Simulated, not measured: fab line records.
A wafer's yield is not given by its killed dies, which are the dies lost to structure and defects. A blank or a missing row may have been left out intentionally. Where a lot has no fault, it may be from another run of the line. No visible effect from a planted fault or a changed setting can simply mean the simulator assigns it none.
fab line records | flow sfqLine
record lots=14 | wafers=42 | lastDay=92
route steps=325 shown I2@103 M3@131 M4@159
lots that met no fault: from a run of the same line without faults
startH: the number of hours between the record's first day and the start of the first shown wafer of the lot | waitH: hours since the lot's step before | " as in the row above | L1.1+2: one row covering several wafers at once | - no value, or no start was given | * or withheld: withheld | < > ~ a bound
route shown NAME@n: NAME is a module with steps in the file, n the number in the route of the first one | usual: mean/standard deviation taken from wafers without a fault | same: alike in all rows | chamber/n: place in a boat | sites: each site's reading | _std_site: the standard deviation of these | _edge_site: inner sites' mean taken away from outer sites' mean | radiusMm: how far each site lies from the wafer's centre | mask NAME#n: copy n | behind: the last tool/chamber to shape the wafer | hold: why the lot went on hold/how many hours it stayed there/how the hold came to an end | device: the transistor (n, p or np) that didn't switch | end of line: the route-end tests of the same wafers | where a step has no rows: the recipe by itself | killed: the dies lost at the first sort to structure and to defects; this is not the yield of the wafer | map: dies across one wafer; x = killed, . = not, _ = none there
set.NAME: the run value of the setting; set.NAME@STEP: its run value at that earlier step | model.NAME: the simulator's own value behind a step, which no gauge read
the route's steps for a sample of lots (tables are steps, rows are wafers)
services: the hour from which a tool's chamber was out of use, counted from the record's first day as startH (under 0 if before that day), plus the number of hours and why
## steps
# step SFQ_TRILAYER_I2_DEP_PECVD_063
# recipe material=SiO2 | tempC=150 | timeS=111.11 | pressureTorr=2.4 | rfW=183.3 | precursor=SiH4/N2O | targetThkNm=500
# usual heaterPowerW=81/8.3 | susceptorTempC=150.03/0.15 | throttleValvePct=23.7/1.2
lot.wafer | tool     | chamber | startH  | waitH | heaterPowerW | susceptorTempC | throttleValvePct
L649.1    | pecvd-01 | 1       | 806.07  | 0.0   | 68           | 149.93         | 24.3
L649.3    | "        | 0       | "       | "     | 84           | 150.15         | 25.3
L649.4    | "        | 1       | "       | "     | 72           | 150.08         | 24.4
L651.1    | pecvd-02 | 1       | 862.21  | 0.0   | 96           | 150.07         | 23.3
L651.5    | "        | 1       | "       | "     | 96           | 149.87         | 23.2
L651.6    | "        | 0       | "       | "     | 98           | 150.24         | 25.9
L653.3    | pecvd-04 | 2       | 875.95  | 0.0   | 72           | 149.85         | 23.5
L653.4    | "        | 1       | "       | "     | 70           | 150.06         | 24.9
L653.6    | "        | 0       | "       | "     | 79           | 149.96         | 22.1
L654.1    | pecvd-02 | 2       | 880.75  | 0.0   | 81           | 149.77         | 23.7
L654.2    | "        | 0       | "       | "     | 88           | 150.13         | 25.8
L654.4    | "        | 0       | "       | "     | 89           | 150.20         | 25.6
L657.2    | pecvd-04 | 2       | 906.24  | 0.0   | 79           | 150.11         | 23.4
L657.3    | "        | 0       | "       | "     | 71           | 149.97         | 22.3
L657.4    | "        | 0       | "       | "     | 74           | 149.88         | 22.2
L659.2    | pecvd-02 | 0       | 917.16  | 0.0   | 94           | 149.89         | 25.6
L659.4    | "        | 0       | "       | "     | 96           | 149.86         | 25.9
L659.5    | "        | 2       | "       | "     | 80           | 149.82         | 23.6
L660.3    | pecvd-02 | 1       | 926.31  | 0.0   | 95           | 149.76         | 23.3
L660.4    | "        | 2       | "       | "     | 79           | 150.22         | 23.8
L660.6    | "        | 0       | "       | "     | 91           | 150.07         | 25.7
L663.1    | pecvd-04 | 2       | 934.69  | 0.0   | 72           | 149.93         | 23.3
L663.3    | "        | 1       | "       | "     | 84           | 149.69         | 24.9
L663.4    | "        | 2       | "       | "     | 74           | 150.16         | 23.3
L664.2    | pecvd-04 | 2       | 940.71  | 0.0   | 71           | 149.74         | 23.4
L664.4    | "        | 1       | "       | "     | 84           | 149.89         | 24.8
L664.6    | "        | 2       | "       | "     | 72           | 149.81         | 23.2
L667.1    | pecvd-04 | 1       | 971.89  | 0.0   | 83           | 150.17         | 24.9
L667.2    | "        | 2       | "       | "     | 78           | 150.06         | 23.4
L667.5    | "        | 1       | "       | "     | 82           | 150.11         | 25.0
L668.2    | pecvd-04 | 2       | 990.02  | 0.0   | 78           | 150.18         | 23.6
L668.5    | "        | 2       | "       | "     | 79           | 150.06         | 23.4
L668.6    | "        | 1       | "       | "     | 82           | 149.96         | 25.0
L669.1    | pecvd-02 | 2       | 994.82  | 0.0   | 78           | 149.97         | 22.6
L669.4    | "        | 2       | "       | "     | 79           | 150.11         | 22.5
L669.5    | "        | 0       | "       | "     | 92           | 150.05         | 23.8
L670.2    | pecvd-04 | 0       | 1000.82 | 0.0   | 69           | 150.22         | 22.5
L670.4    | "        | 2       | "       | "     | 79           | 150.01         | 23.4
L670.6    | "        | 2       | "       | "     | 79           | 150.10         | 23.7
L672.1    | pecvd-02 | 2       | 1015.22 | 0.0   | 67           | 149.98         | 22.8
L672.5    | "        | 1       | "       | "     | 80           | 149.95         | 21.0
L672.6    | "        | 2       | "       | "     | 72           | 150.12         | 22.7
# step SFQ_I2_BOW_MEAS_917
# recipe mode=bow
# usual I2_BOW=3/8.3
lot.wafer | tool         | chamber | startH  | waitH | I2_BOW[um]
L649.1    | filmMetro-01 | -       | 840.93  | 1.5   | -5
L649.3    | "            | -       | "       | "     | -6
L649.4    | "            | -       | "       | "     | 2
L651.1    | filmMetro-04 | -       | 896.53  | 1.0   | 7
L651.5    | "            | -       | "       | "     | -6
L651.6    | "            | -       | "       | "     | 2
L653.3    | filmMetro-03 | -       | 906.97  | 1.5   | 16
L653.4    | "            | -       | "       | "     | 4
L653.6    | "            | -       | "       | "     | 16
L654.1    | filmMetro-03 | -       | 909.93  | 2.0   | 2
L654.2    | "            | -       | "       | "     | -11
L654.4    | "            | -       | "       | "     | -1
L657.2    | filmMetro-01 | -       | 926.55  | 1.0   | 1
L657.3    | "            | -       | "       | "     | 10
L657.4    | "            | -       | "       | "     | 4
L659.2    | filmMetro-04 | -       | 938.79  | 2.0   | -3
L659.4    | "            | -       | "       | "     | 3
L659.5    | "            | -       | "       | "     | 11
L660.3    | filmMetro-01 | -       | 944.84  | 2.5   | 2
L660.4    | "            | -       | "       | "     | 4
L660.6    | "            | -       | "       | "     | -5
L663.1    | filmMetro-01 | -       | 950.77  | 2.5   | 4
L663.3    | "            | -       | "       | "     | 21
L663.4    | "            | -       | "       | "     | 8
L664.2    | filmMetro-03 | -       | 953.79  | 1.0   | -9
L664.4    | "            | -       | "       | "     | -18
L664.6    | "            | -       | "       | "     | -8
L667.1    | filmMetro-01 | -       | 974.97  | 1.0   | -10
L667.2    | "            | -       | "       | "     | 8
L667.5    | "            | -       | "       | "     | -2
L668.2    | filmMetro-03 | -       | 993.12  | 1.5   | 7
L668.5    | "            | -       | "       | "     | -6
L668.6    | "            | -       | "       | "     | 6
L669.1    | filmMetro-01 | -       | 997.90  | 2.0   | 16
L669.4    | "            | -       | "       | "     | 12
L669.5    | "            | -       | "       | "     | 19
L670.2    | filmMetro-03 | -       | 1003.95 | 1.0   | -2
L670.4    | "            | -       | "       | "     | 11
L670.6    | "            | -       | "       | "     | 10
L672.1    | filmMetro-03 | -       | 1018.30 | 2.0   | 10
L672.5    | "            | -       | "       | "     | 1
L672.6    | "            | -       | "       | "     | -1
# step SFQ_TRILAYER_M3_STRIP_STRIP_079
# recipe gas=O2 | powerW=200 | platenTempC=40 | overashFraction=0.65 | chemistry=O2 | pressureMtorr=50
# usual chamberPressureMTorr=50.00/0.047 | drypumpMotorCurrentA=5.8/0.42 | oesProductAu=1.001/0.0096
lot.wafer | tool        | chamber | startH  | waitH | chamberPressureMTorr | drypumpMotorCurrentA | oesProductAu | rfHoursCounterH
L649.1    | rieMetal-03 | 1       | 861.82  | 0.1   | 49.97                | 6.4                  | 1.012        | 86
L649.3    | "           | 0       | "       | "     | 49.94                | 6.0                  | 1.009        | -
L649.4    | "           | 1       | "       | "     | 49.98                | 6.4                  | 1.001        | -
L651.1    | rieMetal-04 | 0       | 1037.53 | 0.1   | 50.02                | 5.8                  | 1.008        | 136
L651.5    | "           | 1       | "       | "     | 49.98                | 6.0                  | 0.990        | -
L651.6    | "           | 0       | "       | "     | 50.06                | 5.8                  | 0.998        | -
L653.3    | rieMetal-04 | 1       | 1047.33 | 0.2   | 49.98                | 6.0                  | 0.988        | -
L653.4    | "           | 0       | "       | "     | 50.04                | 5.8                  | 1.000        | -
L653.6    | "           | 0       | "       | "     | 50.14                | 5.8                  | 0.995        | -
L654.1    | rieMetal-02 | 0       | 1049.41 | 0.1   | 50.03                | 5.1                  | 0.980        | 97
L654.2    | "           | 1       | "       | "     | 50.11                | 5.3                  | 0.990        | 73
L654.4    | "           | 1       | "       | "     | 50.02                | 5.4                  | 0.984        | -
L657.2    | rieMetal-04 | 1       | 1072.59 | 0.4   | 49.94                | 6.0                  | 1.000        | -
L657.3    | "           | 1       | "       | "     | 50.00                | 6.0                  | 0.998        | -
L657.4    | "           | 1       | "       | "     | 50.06                | 6.0                  | 0.983        | -
L659.2    | rieMetal-02 | 0       | 1075.81 | 0.1   | 50.04                | 5.0                  | 1.004        | 102
L659.4    | "           | 0       | "       | "     | 49.96                | 5.1                  | 0.996        | -
L659.5    | "           | 0       | "       | "     | 50.10                | 5.1                  | 0.993        | -
L660.3    | rieMetal-03 | 0       | 1079.01 | 0.2   | 49.97                | 6.0                  | 0.994        | -
L660.4    | "           | 1       | "       | "     | 50.02                | 6.4                  | 1.006        | -
L660.6    | "           | 0       | "       | "     | 49.99                | 6.0                  | 0.997        | -
L663.1    | rieMetal-03 | 0       | 1086.61 | 0.1   | 49.97                | 6.0                  | 0.991        | 32
L663.3    | "           | 0       | "       | "     | 50.02                | 6.0                  | 0.998        | -
L663.4    | "           | 1       | "       | "     | 50.00                | 6.4                  | 1.003        | -
L664.2    | rieMetal-03 | 1       | 1090.81 | 0.1   | 50.07                | 6.4                  | 1.007        | 116
L664.4    | "           | 1       | "       | "     | 50.02                | 6.4                  | 1.000        | -
L664.6    | "           | 1       | "       | "     | 50.03                | 6.4                  | 1.005        | -
L667.1    | rieMetal-03 | 0       | 1211.64 | 0.1   | 50.03                | 6.0                  | 0.997        | 57
L667.2    | "           | 1       | "       | "     | 49.98                | 6.4                  | 1.012        | 1
L667.5    | "           | 1       | "       | "     | 50.03                | 6.4                  | 1.006        | -
L668.2    | rieMetal-04 | 0       | 1222.24 | 0.1   | 50.00                | 5.8                  | 1.002        | 26
L668.5    | "           | 1       | "       | "     | 50.07                | 6.0                  | 1.017        | -
L668.6    | "           | 0       | "       | "     | 50.00                | 5.8                  | 1.007        | -
L669.1    | rieMetal-04 | 1       | 1229.44 | 0.1   | 50.03                | 6.0                  | 1.010        | 22
L669.4    | "           | 0       | "       | "     | 49.98                | 5.8                  | 1.008        | -
L669.5    | "           | 0       | "       | "     | 49.99                | 5.8                  | 1.013        | -
L670.2    | rieMetal-03 | 0       | 1236.64 | 0.1   | 50.00                | 6.0                  | 0.999        | 61
L670.4    | "           | 0       | "       | "     | 49.99                | 6.0                  | 0.998        | -
L670.6    | "           | 1       | "       | "     | 50.00                | 6.4                  | 1.013        | -
L672.1    | rieMetal-04 | 0       | 1243.21 | 0.1   | 50.05                | 5.8                  | 1.015        | 30
L672.5    | "           | 1       | "       | "     | 49.95                | 6.0                  | 1.003        | -
L672.6    | "           | 0       | "       | "     | 50.04                | 5.8                  | 1.014        | -
# step SFQ_TRILAYER_M4_BARC_OPEN_METAL_ETCH_123
# recipe maskMaterial=PR | chemistry=O2 | targetDepthNm=125 | target=BARC | icpW=600 | biasW=80 | pressureMtorr=10 | timeS=41.7
# usual chamberPressureMTorr=10.000/0.0086 | drypumpMotorCurrentA=5.7/0.39 | oesProductAu=0.685/0.0047 | runLengthS=70.3/1.1
lot.wafer | tool        | chamber | startH  | waitH | chamberPressureMTorr | drypumpMotorCurrentA | oesProductAu | rfHoursCounterH | runLengthS
L649.1    | rieMetal-04 | 1       | 1144.29 | 0.0   | 9.986                | 6.0                  | 0.693        | 6               | 70.1
L649.3    | "           | 0       | "       | "     | 10.008               | 5.8                  | 0.684        | -               | 69.7
L649.4    | "           | 1       | "       | "     | 9.998                | 6.0                  | 0.685        | -               | 69.7
L651.1    | rieMetal-02 | 1       | 1256.63 | 0.0   | 10.008               | 5.4                  | 0.680        | 108             | 70.3
L651.5    | "           | 1       | "       | "     | 10.014               | 5.4                  | 0.688        | -               | 70.8
L651.6    | "           | 0       | "       | "     | 9.999                | 5.1                  | 0.685        | -               | 69.2
L653.3    | rieMetal-02 | 0       | 1267.45 | 0.0   | 10.011               | 5.1                  | 0.687        | -               | 69.4
L653.4    | "           | 1       | "       | "     | 10.011               | 5.4                  | 0.698        | -               | 70.9
L653.6    | "           | 0       | "       | "     | 10.003               | 5.0                  | 0.679        | -               | 69.5
L654.1    | rieMetal-01 | 0       | 1268.63 | 0.0   | 9.991                | 6.1                  | 0.679        | 7               | 73.0
L654.2    | "           | 1       | "       | "     | 9.991                | 5.9                  | 0.680        | 69              | 73.0
L654.4    | "           | 1       | "       | "     | 9.992                | 6.0                  | 0.694        | -               | 73.0
L657.2    | rieMetal-01 | 1       | 1303.56 | 0.0   | 10.019               | 6.0                  | 0.684        | 73              | 69.7
L657.3    | "           | 0       | "       | "     | 10.002               | 6.1                  | 0.679        | -               | 70.4
L657.4    | "           | 1       | "       | "     | 10.002               | 6.0                  | 0.680        | -               | 69.6
L659.2    | rieMetal-01 | 1       | 1308.36 | 0.0   | 9.988                | 6.0                  | 0.754        | 73              | 64.2
L659.4    | "           | 0       | "       | "     | 9.992                | 6.1                  | 0.683        | -               | 70.2
L659.5    | "           | 1       | "       | "     | 9.982                | 6.0                  | 0.760        | -               | 64.5
L660.3    | rieMetal-01 | 0       | 1314.38 | 0.0   | 9.991                | 6.1                  | 0.689        | -               | 73.1
L660.4    | "           | 1       | "       | "     | 10.002               | 6.0                  | 0.758        | -               | 67.5
L660.6    | "           | 1       | "       | "     | 9.997                | 6.0                  | 0.761        | -               | 67.4
L663.1    | rieMetal-04 | 1       | 1329.96 | 0.0   | 10.005               | 6.0                  | 0.681        | 38              | 69.8
L663.3    | "           | 1       | "       | "     | 10.005               | 6.0                  | 0.689        | -               | 70.0
L663.4    | "           | 0       | "       | "     | 10.005               | 5.8                  | 0.687        | -               | 70.1
L664.2    | rieMetal-02 | 0       | 1334.76 | 0.0   | 9.996                | 5.1                  | 0.686        | 143             | 69.2
L664.4    | "           | 0       | "       | "     | 10.003               | 5.1                  | 0.691        | -               | 69.7
L664.6    | "           | 0       | "       | "     | 9.995                | 5.1                  | 0.697        | -               | 69.7
L667.1    | rieMetal-01 | 0       | 1427.11 | 0.0   | 9.991                | 6.1                  | 0.686        | 27              | 69.9
L667.2    | "           | 1       | "       | "     | 10.008               | 6.0                  | 0.686        | 88              | 70.2
L667.5    | "           | 0       | "       | "     | 10.016               | 6.1                  | 0.682        | -               | 69.8
L668.2    | rieMetal-01 | 0       | 1435.51 | 0.0   | 9.998                | 6.1                  | 0.677        | 28              | 70.6
L668.5    | "           | 1       | "       | "     | 9.992                | 6.0                  | 0.684        | -               | 69.7
L668.6    | "           | 0       | "       | "     | 9.995                | 6.1                  | 0.684        | -               | 70.6
L669.1    | rieMetal-04 | 0       | 1442.71 | 0.0   | 9.994                | 5.8                  | 0.689        | 57              | 69.8
L669.4    | "           | 0       | "       | "     | 10.003               | 5.8                  | 0.677        | -               | 69.8
L669.5    | "           | 1       | "       | "     | 10.003               | 6.0                  | 0.690        | -               | 69.8
L670.2    | rieMetal-01 | 1       | 1454.71 | 0.0   | 9.999                | 6.0                  | 0.680        | 92              | 69.7
L670.4    | "           | 1       | "       | "     | 9.996                | 6.0                  | 0.690        | -               | 69.8
L670.6    | "           | 0       | "       | "     | 9.993                | 6.1                  | 0.678        | -               | 69.9
L672.1    | rieMetal-02 | 0       | 1468.03 | 0.0   | 10.002               | 5.1                  | 0.685        | 13              | 69.3
L672.5    | "           | 0       | "       | "     | 10.004               | 5.0                  | 0.688        | -               | 69.3
L672.6    | "           | 1       | "       | "     | 9.999                | 5.4                  | 0.680        | -               | 70.4
## services
tool        | chamber | startH  | hours | kind
pecvd-04    | -       | 784.21  | 0.7   | repair
rieMetal-04 | 1       | 858.16  | 13.8  | repair
pecvd-02    | -       | 859.93  | 0.7   | repair
rieMetal-01 | -       | 869.98  | 1.7   | repair
pecvd-04    | -       | 876.76  | 1.6   | repair
rieMetal-04 | -       | 900.07  | 14.6  | pm
pecvd-02    | 0       | 906.56  | 5.4   | repair
rieMetal-03 | 1       | 912.92  | 39.9  | repair
rieMetal-04 | -       | 936.31  | 0.4   | repair
rieMetal-01 | -       | 988.25  | 0.2   | repair
pecvd-04    | 1       | 1000.48 | 7.9   | repair
rieMetal-04 | 0       | 1064.16 | 4.3   | repair
pecvd-04    | 0       | 1088.79 | 20.4  | repair
pecvd-04    | -       | 1136.02 | 0.3   | repair
rieMetal-01 | 1       | 1136.73 | 17.7  | repair
rieMetal-01 | 1       | 1155.53 | 27.8  | repair
rieMetal-01 | -       | 1204.07 | 2.8   | pm
rieMetal-01 | -       | 1234.22 | 14.6  | pm
pecvd-04    | -       | 1291.00 | 0.9   | repair
rieMetal-01 | 1       | 1317.25 | 1.6   | repair
rieMetal-04 | -       | 1340.67 | 2.8   | pm
pecvd-04    | -       | 1368.85 | 1.2   | repair
rieMetal-01 | -       | 1418.48 | 0.2   | repair
pecvd-04    | 1       | 1460.59 | 2.8   | repair
## key
firstSign step=SFQ_TRILAYER_M4_BARC_OPEN_METAL_ETCH_123 | reading=oesProductAu | direction=up | sigmas=16 | usual=0.685 | struck=0.758
effect step=SFQ_TRILAYER_M4_BARC_OPEN_METAL_ETCH_123 | reading=runLengthS | direction=down | sigmas=4.1 | usual=* | struck=*
metAt SFQ_TRILAYER_M4_BARC_OPEN_METAL_ETCH_123
struckLots L659,L660
struckWafers L659.2,L659.5,L660.4,L660.6
notActingAt SFQ_TRILAYER_I2_DEP_PECVD_063,SFQ_I2_BOW_MEAS_917,SFQ_TRILAYER_M3_STRIP_STRIP_079
onsetBetween 1303.56 1308.36
fault kind=processParameterDrift | tool=rieMetal-01 | chamber=1 | onsetH=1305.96 | steps=SFQ_TRILAYER_M4_BARC_OPEN_METAL_ETCH_123 | channel=timeS | offset=* | shape=step | endH=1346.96 | actsIn=* | stated=*
